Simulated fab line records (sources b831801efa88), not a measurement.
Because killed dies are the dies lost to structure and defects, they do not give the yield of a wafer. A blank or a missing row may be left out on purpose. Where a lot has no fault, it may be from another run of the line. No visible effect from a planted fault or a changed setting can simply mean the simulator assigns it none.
Matching of chambers :: flow gf180mcu :: rie_si-01 running GF_POLY_GATE_ETCH_13: 4 sister chambers
The step etches poly-Si in HBr/Cl2, stops on SiO2, target depth 198.5 nm, time 69.6 s. 16 wafers are shown with their chamber, then 8 later ones without.

WAFERS PAIRED WITH THEIR CHAMBERS
wafer: L264.4
chamber: 0
drypump_motor_current_A (A): 5.9
bias_w (W): 100.3
rf_fwd_power_W (W): 397.1

wafer: L264.5
chamber: 1
drypump_motor_current_A (A): 5.0
bias_w (W): 100.3
rf_fwd_power_W (W): 397.1

wafer: L264.6
chamber: 0
drypump_motor_current_A (A): 5.9
bias_w (W): 100.1
rf_fwd_power_W (W): 396.9

wafer: L271.3
chamber: 2
drypump_motor_current_A (A): 6.7
bias_w (W): 100.6
rf_fwd_power_W (W): 394.6

wafer: L271.4
chamber: 0
drypump_motor_current_A (A): 5.9
bias_w (W): 100.1
rf_fwd_power_W (W): 398.3

wafer: L271.6
chamber: 3
drypump_motor_current_A (A): 5.2
bias_w (W): 100.0
rf_fwd_power_W (W): 396.2

wafer: L278.4
chamber: 0
drypump_motor_current_A (A): 5.9
bias_w (W): 100.0
rf_fwd_power_W (W): 398.7

wafer: L278.5
chamber: 0
drypump_motor_current_A (A): 5.9
bias_w (W): 99.9
rf_fwd_power_W (W): 399.9

wafer: L278.6
chamber: 3
drypump_motor_current_A (A): 5.2
bias_w (W): 100.1
rf_fwd_power_W (W): 397.1

wafer: L279.1
chamber: 1
drypump_motor_current_A (A): 5.0
bias_w (W): 100.1
rf_fwd_power_W (W): 398.7

wafer: L279.3
chamber: 3
drypump_motor_current_A (A): 5.1
bias_w (W): 100.3
rf_fwd_power_W (W): 396.4

wafer: L279.5
chamber: 0
drypump_motor_current_A (A): 5.9
bias_w (W): 100.1
rf_fwd_power_W (W): 396.4

wafer: L280.3
chamber: 0
drypump_motor_current_A (A): 5.9
bias_w (W): 100.0
rf_fwd_power_W (W): 397.9

wafer: L280.5
chamber: 0
drypump_motor_current_A (A): 5.9
bias_w (W): 100.0
rf_fwd_power_W (W): 397.3

wafer: L280.6
chamber: 1
drypump_motor_current_A (A): 5.0
bias_w (W): 100.1
rf_fwd_power_W (W): 397.4

wafer: L282.1
chamber: 3
drypump_motor_current_A (A): 5.2
bias_w (W): 99.7
rf_fwd_power_W (W): 398.5

SIGNATURES, as means of the wafers listed above
reading: drypump_motor_current_A
chamber 0: 5.900
chamber 1: 5.000
chamber 2: 6.700
chamber 3: 5.175
scatter within a chamber: 0.025

reading: bias_w
chamber 0: 100.062
chamber 1: 100.167
chamber 2: 100.600
chamber 3: 100.025
scatter within a chamber: 0.161

reading: rf_fwd_power_W
chamber 0: 397.812
chamber 1: 397.733
chamber 2: 394.600
chamber 3: 397.050
scatter within a chamber: 1.07
Rule: for each reading, subtract the chamber's mean from the wafer's reading, divide by that reading's scatter and square the result; add these up over the readings and take the root, which gives the wafer's distance from the chamber. If the next closest chamber is less than 2 further off than the closest, the wafer can't be placed; otherwise it belongs to the closest. The scatter: take each reading less its chamber's mean, square it, sum over the shown wafers, divide by the number of wafers less the number of chambers, and take the root.

WAFERS WHOSE CHAMBER IS MISSING
wafer: L282.2
drypump_motor_current_A (A): 5.0
bias_w (W): 100.0
rf_fwd_power_W (W): 396.5

wafer: L282.4
drypump_motor_current_A (A): 6.7
bias_w (W): 99.7
rf_fwd_power_W (W): 397.8

wafer: L283.2
drypump_motor_current_A (A): 6.7
bias_w (W): 100.1
rf_fwd_power_W (W): 398.4

wafer: L283.5
drypump_motor_current_A (A): 5.2
bias_w (W): 100.1
rf_fwd_power_W (W): 397.3

wafer: L283.6
drypump_motor_current_A (A): 5.9
bias_w (W): 99.7
rf_fwd_power_W (W): 399.5

wafer: L286.1
drypump_motor_current_A (A): 5.2
bias_w (W): 99.7
rf_fwd_power_W (W): 397.0

wafer: L286.2
drypump_motor_current_A (A): 5.0
bias_w (W): 100.1
rf_fwd_power_W (W): 398.5

wafer: L286.4
drypump_motor_current_A (A): 6.7
bias_w (W): 99.4
rf_fwd_power_W (W): 397.1

WHICH CHAMBER EACH WENT THROUGH
wafer: L282.2
from the rows above: 1
in truth: 1

wafer: L282.4
from the rows above: 2
in truth: 2

wafer: L283.2
from the rows above: 2
in truth: 2

wafer: L283.5
from the rows above: 3
in truth: 3

wafer: L283.6
from the rows above: 0
in truth: 0

wafer: L286.1
from the rows above: 3
in truth: 3

wafer: L286.2
from the rows above: 1
in truth: 1

wafer: L286.4
from the rows above: 2
in truth: 2
Correctly placed: 8 of 8. Can't be placed from these rows: 0. Placed wrongly: 0.
